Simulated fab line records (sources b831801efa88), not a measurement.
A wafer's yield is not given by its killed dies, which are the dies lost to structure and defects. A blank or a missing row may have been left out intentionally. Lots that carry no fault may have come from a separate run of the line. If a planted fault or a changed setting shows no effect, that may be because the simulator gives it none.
Struck lot and sound lot, side by side | flow gf180mcu | 13 steps out of a route of 602
Sound: wafers L370.1, L370.3, L370.4. The struck wafers were L380.4, L380.5, L380.6. Last of all comes the cause.
Each step with rows lists, per side, the tool, then ch with its chambers, then its first start. Under that, the readings that differ: sound wafers | struck wafers | difference of the means | sigmas: that difference in standard deviations of wafers without a fault.
alike: readings with means less than 2 such deviations apart, plus words and numbers identical on both sides. not compared: withheld readings, readings lacking a value on some wafer, bounds such as >300 that could conceal the same value, and numbers that have no deviation in the record and whose values overlap.
A row with sigmas, a row that says differs or no value, or rows on one side alone: a step with any of these is where the two part. Non-overlapping numbers with no deviation appear without sigmas and do not part them. Lack of a reading on every wafer of one side parts them only where that side has two or more wafers.

GF_V3_CD_MEAS_14 targets a cd of 260 nm.
  sound: cdSem-01 at day 22 11:52; struck: cdSem-01 at day 25 22:38
reading   | sound             | struck            | difference | sigmas
cdNm (nm) | 260.7 262.6 259.9 | 257.9 258.7 257.8 | -2.9       | -2
GF_V3_OVL_MEAS_15:
  sound: overlay-02 at day 22 11:59; struck: overlay-02 at day 25 22:43
  alike: V3_OVL
GF_V3_ETCH_16: etches BARC in N2/H2.
  sound on rieDiel-03 ch 0,1, day 22 12:01; struck on rieDiel-03 ch 1,2, day 25 22:43
  alike: drypumpMotorCurrentA, oesProductAu, throttleValvePct
GF_V3_ETCH_17: etches SiO2 in C4F8/O2/Ar, stops on TiN, target depth 635 nm.
  sound: rieDiel-03 ch 0,1; struck: rieDiel-03 ch 1,2
  alike: oesProductAu
GF_V3_STRIP_18: strips in O2/N2.
  sound on plasmaAsher-03 ch 0,1, day 22 12:09; struck on plasmaAsher-01 ch 0,1, day 25 22:53
reading          | sound       | struck      | difference | sigmas
heaterPowerW (W) | 265 309 258 | 387 372 361 | +96        | +2
  alike: drypumpMotorCurrentA, oesProductAu
  not compared: rfHoursCounterH
then, 3 steps without rows for these wafers: GF_V3_STRIP_19 (strips in post etch residue remover, time 1200 s); GF_V3_CLEAN_20 (cleans in DIW); GF_V3_SPUTTER_21 (material Ti, target thk 15 nm, time 80.02 s).
GF_V3_SPUTTER_22: material TiN, target thk 10 nm, time 40 s.
  sound: pvdSputter-01 at day 22 12:45; struck: pvdSputter-04 at day 25 23:27
  alike: throttleValvePct
GF_V3_CVD_23: deposits W, target thk 350 nm, time 104.9 s.
  sound on cvdW-02 ch 0,1, day 22 12:47; struck on cvdW-01 ch 0,1, day 25 23:31
reading          | sound       | struck      | difference | sigmas
heaterPowerW (W) | 693 714 809 | 879 885 950 | +166       | +2
  alike: heaterPowerOuterW
GF_V3_RS_MEAS_24: the measuring method here is four-point-probe.
  sound: filmMetro-01 at day 22 12:54; struck: filmMetro-03 at day 25 23:40
  alike: V3_W_RS
GF_V3_THK_MEAS_25: measures by xrf.
  sound: filmMetro-01 at day 22 13:01; struck: filmMetro-03 at day 25 23:45
  alike: V3_W_THK
GF_V3_CMP_26: polishes, stops on SiO2, t overpolish 15 s, target thk 0 nm.
  sound on cmp-02 ch 1,2,3, day 22 13:05; struck on cmp-01 ch 0,1,2, day 25 23:56
  no value came back on the struck wafers for any of 5 readings (edgeZonePressureFrac, headPressurePsi (psi) and others); on the sound wafers edgeZonePressureFrac reads 0.994 1.001 1.004
reading                            | sound           | struck            | difference | sigmas
model.W_of_V3_CVD_23.thkNm (nm)    | 0 0 0           | 349.8 346.5 350.5 | +348.9     | 
model.SiO2_of_V3_CVD_02.thkNm (nm) | 628.8 628 629.6 | 632.8 631.6 631.7 | +3.2       | 

## WHERE THEY PART
First at GF_V3_CD_MEAS_14; last, within this record, at GF_V3_CMP_26.

WHY: what the simulator had put in
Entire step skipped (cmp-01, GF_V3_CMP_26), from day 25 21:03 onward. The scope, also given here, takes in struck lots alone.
